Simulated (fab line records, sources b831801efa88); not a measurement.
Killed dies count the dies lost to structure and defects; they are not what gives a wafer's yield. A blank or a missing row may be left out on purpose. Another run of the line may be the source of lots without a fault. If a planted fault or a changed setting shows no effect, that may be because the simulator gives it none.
Which tool was responsible? / flow gf180mcu / 12 lots, 35 wafers sampled, at 3 steps of a route of 602

WHAT THE GAUGES SHOWED, per wafer
GF_CONTACT_CD_MEAS_14: the cd target is 220 nm. Usual: 221.0 nm for cd-nm, sd 1.2.
lot=L950; measured=day 15 19:06; on=cd-sem-01; cd-nm (nm)=220.4 220.4 220.7; flag=
lot=L951; measured=day 16 09:17; on=cd-sem-02; cd-nm (nm)=220.9 221.5 221.5; flag=
lot=L953; measured=day 16 19:23; on=cd-sem-01; cd-nm (nm)=221.8 221.6 222.0; flag=
lot=L952; measured=day 17 02:27; on=cd-sem-02; cd-nm (nm)=223.8 223.3 222.6; flag=
lot=L954; measured=day 17 05:35; on=cd-sem-02; cd-nm (nm)=221.4 220.7 221.2; flag=
lot=L959; measured=day 19 07:56; on=cd-sem-01; cd-nm (nm)=219.1 216.0; flag=
lot=L962; measured=day 20 11:12; on=cd-sem-02; cd-nm (nm)=222.2 216.6 221.7; flag=
lot=L969; measured=day 22 18:50; on=cd-sem-01; cd-nm (nm)=219.7 218.4 220.7; flag=
lot=L970; measured=day 23 10:53; on=cd-sem-01; cd-nm (nm)=218.8 220.6 220.3; flag=
lot=L971; measured=day 23 18:12; on=cd-sem-02; cd-nm (nm)=221.1 220.9 221.3; flag=
lot=L972; measured=day 24 02:25; on=cd-sem-01; cd-nm (nm)=220.8 219.9 219.8; flag=
lot=L973; measured=day 24 05:41; on=cd-sem-01; cd-nm (nm)=220.5 220.1 221.1; flag=

WHAT TOOL EACH LOT RAN ON (gives the tool, then ch and the chambers of the sampled wafers, and finally the start)
lot=L950; GF_SALICIDE_RTA_06=rtp-anneal-02 ch 0, day 14 21:16; GF_CONTACT_COAT_09=litho-track-01 ch 0, day 15 08:00
lot=L951; GF_SALICIDE_RTA_06=rtp-anneal-01 ch 0, day 15 11:08; GF_CONTACT_COAT_09=litho-track-04 ch 0, day 15 22:00
lot=L953; GF_SALICIDE_RTA_06=rtp-anneal-01 ch 0, day 15 20:08; GF_CONTACT_COAT_09=litho-track-01 ch 0, day 16 07:00
lot=L952; GF_SALICIDE_RTA_06=rtp-anneal-02 ch 0, day 16 02:56; GF_CONTACT_COAT_09=litho-track-02 ch 0, day 16 14:00
lot=L954; GF_SALICIDE_RTA_06=rtp-anneal-02 ch 0, day 16 05:29; GF_CONTACT_COAT_09=litho-track-02 ch 0, day 16 17:00
lot=L959; GF_SALICIDE_RTA_06=rtp-anneal-02 ch 0, day 18 06:59; GF_CONTACT_COAT_09=litho-track-01 ch 0, day 18 19:00
lot=L962; GF_SALICIDE_RTA_06=rtp-anneal-02 ch 0, day 19 10:02; GF_CONTACT_COAT_09=litho-track-01 ch 0, day 19 22:00
lot=L969; GF_SALICIDE_RTA_06=rtp-anneal-01 ch 0, day 21 18:46; GF_CONTACT_COAT_09=litho-track-04 ch 0, day 22 07:00
lot=L970; GF_SALICIDE_RTA_06=rtp-anneal-02 ch 0, day 22 11:07; GF_CONTACT_COAT_09=litho-track-04 ch 0, day 22 23:00
lot=L971; GF_SALICIDE_RTA_06=rtp-anneal-01 ch 0, day 22 18:00; GF_CONTACT_COAT_09=litho-track-02 ch 0, day 23 06:00
lot=L972; GF_SALICIDE_RTA_06=rtp-anneal-01 ch 0, day 23 02:53; GF_CONTACT_COAT_09=litho-track-02 ch 0, day 23 14:00
lot=L973; GF_SALICIDE_RTA_06=rtp-anneal-01 ch 0, day 23 06:49; GF_CONTACT_COAT_09=litho-track-04 ch 0, day 23 18:00
- GF_SALICIDE_RTA_06: time 30 s.
- GF_CONTACT_COAT_09: resist thk 1000 nm.

AS READ BY THE TOOLS THEMSELVES (means over the sampled wafers that have a number; for cases with no such wafer, the mark the record gives instead)
GF_SALICIDE_RTA_06. Usual: lamp-power-pct 6.8 %, standard deviation 0.92; wafer_temp_C_max 532.2, standard deviation 0.62.
lot=L950; tool=rtp-anneal-02; lamp-power-pct (%)=7.8; wafer_temp_C_max=533.1; flag=
lot=L951; tool=rtp-anneal-01; lamp-power-pct (%)=5.9; wafer_temp_C_max=532.0; flag=
lot=L953; tool=rtp-anneal-01; lamp-power-pct (%)=5.9; wafer_temp_C_max=532.4; flag=
lot=L952; tool=rtp-anneal-02; lamp-power-pct (%)=7.8; wafer_temp_C_max=533.1; flag=
lot=L954; tool=rtp-anneal-02; lamp-power-pct (%)=7.8; wafer_temp_C_max=532.7; flag=
lot=L959; tool=rtp-anneal-02; lamp-power-pct (%)=7.8; wafer_temp_C_max=532.0; flag=
lot=L962; tool=rtp-anneal-02; lamp-power-pct (%)=7.8; wafer_temp_C_max=532.5; flag=
lot=L969; tool=rtp-anneal-01; lamp-power-pct (%)=5.9; wafer_temp_C_max=532.4; flag=
lot=L970; tool=rtp-anneal-02; lamp-power-pct (%)=7.8; wafer_temp_C_max=532.9; flag=
lot=L971; tool=rtp-anneal-01; lamp-power-pct (%)=5.9; wafer_temp_C_max=531.9; flag=
lot=L972; tool=rtp-anneal-01; lamp-power-pct (%)=5.9; wafer_temp_C_max=531.8; flag=
lot=L973; tool=rtp-anneal-01; lamp-power-pct (%)=5.9; wafer_temp_C_max=531.6; flag=

GF_CONTACT_COAT_09. Usual: 22.99 C for resist-line-temp-C, sd 0.12.
lot=L950; tool=litho-track-01; resist-line-temp-C (C)=23.07; flag=
lot=L951; tool=litho-track-04; resist-line-temp-C (C)=22.92; flag=
lot=L953; tool=litho-track-01; resist-line-temp-C (C)=23.14; flag=
lot=L952; tool=litho-track-02; resist-line-temp-C (C)=22.80; flag=
lot=L954; tool=litho-track-02; resist-line-temp-C (C)=22.91; flag=
lot=L959; tool=litho-track-01; resist-line-temp-C (C)=22.95; flag=
lot=L962; tool=litho-track-01; resist-line-temp-C (C)=22.88; flag=
lot=L969; tool=litho-track-04; resist-line-temp-C (C)=23.12; flag=
lot=L970; tool=litho-track-04; resist-line-temp-C (C)=23.06; flag=
lot=L971; tool=litho-track-02; resist-line-temp-C (C)=23.23; flag=
lot=L972; tool=litho-track-02; resist-line-temp-C (C)=22.99; flag=
lot=L973; tool=litho-track-04; resist-line-temp-C (C)=23.09; flag=

THE ANSWER, worked out from the rows above alone
Rule: a lot counts as off when the mean over its wafers that have a number is more than 3 standard deviations away from the usual mean. Also off: a lot with no number at a reading for which 4 or more lots have one. All remaining lots with rows at the step are treated as sound. The gauges are gone through in route order, then the tools' own readings, and for those a lot's mean is taken as printed above. At the first step where some lot is off, the reading lying furthest off is the one used; lots without a number count as furthest.
Across all readings shown, no lot is off: no conclusion can be drawn from this.

WHAT THE SIMULATOR PUT IN
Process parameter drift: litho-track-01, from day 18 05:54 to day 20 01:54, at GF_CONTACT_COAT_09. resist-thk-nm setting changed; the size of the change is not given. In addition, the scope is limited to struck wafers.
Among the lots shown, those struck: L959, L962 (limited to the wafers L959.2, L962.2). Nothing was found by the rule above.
